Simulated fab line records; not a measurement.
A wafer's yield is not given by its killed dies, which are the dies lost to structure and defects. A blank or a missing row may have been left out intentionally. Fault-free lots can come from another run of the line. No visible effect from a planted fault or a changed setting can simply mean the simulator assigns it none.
Which tool is to blame? / flow gf180mcu / 12 lots (36 wafers sampled), 1 step of a 602-step route

## WHAT THE GAUGES SHOWED, per wafer
GF_V1_CD_MEAS_14 targets a cd of 260 nm.
lot=L075; measured=day 18 10:39; on=cd-sem-01; cd-nm (nm)=256.6 258.0 258.9
lot=L077; measured=day 19 10:35; on=cd-sem-02; cd-nm (nm)=257.8 258.2 256.6
lot=L079; measured=day 20 01:28; on=cd-sem-02; cd-nm (nm)=262.0 262.4 262.8
lot=L081; measured=day 20 20:52; on=cd-sem-02; cd-nm (nm)=260.6 260.3 260.1
lot=L083; measured=day 21 14:04; on=cd-sem-01; cd-nm (nm)=259.4 260.4 259.7
lot=L085; measured=day 22 12:05; on=cd-sem-01; cd-nm (nm)=260.8 259.7 259.1
lot=L087; measured=day 22 22:31; on=cd-sem-02; cd-nm (nm)=259.7 260.4 261.1
lot=L089; measured=day 23 17:27; on=cd-sem-02; cd-nm (nm)=259.0 259.5 259.4
lot=L091; measured=day 24 09:47; on=cd-sem-02; cd-nm (nm)=259.4 259.4 259.4
lot=L093; measured=day 24 22:30; on=cd-sem-02; cd-nm (nm)=259.0 260.5 259.2
lot=L095; measured=day 25 14:32; on=cd-sem-01; cd-nm (nm)=260.0 260.0 259.0
lot=L097; measured=day 26 03:17; on=cd-sem-01; cd-nm (nm)=260.5 259.9 260.2

## WHICH TOOL RAN EACH LOT (tool, then ch and the chambers of the sampled wafers, then the start)
Before these readings, the record contains no process step.

## THE ANSWER, worked out from the rows above alone
Rule: the lots themselves supply what counts as usual. Put in order of their means at a reading, lots are off if they are a third of the lots or fewer, leave a main group of 4 or more, and stand apart from it by a gap of 3 or more times the standard deviation of the main group's means; of several such gaps the widest counts. Not used: any main group whose means are identical at the precision the tables above print for the reading. A lot without any number at a reading at which 4 lots or more have one is off too. Where the step has rows for the other lots, those lots are counted as sound.
No lot is off on any of the readings shown, so nothing can be concluded from this.

## WHAT HAD BEEN PUT IN BY THE SIMULATOR
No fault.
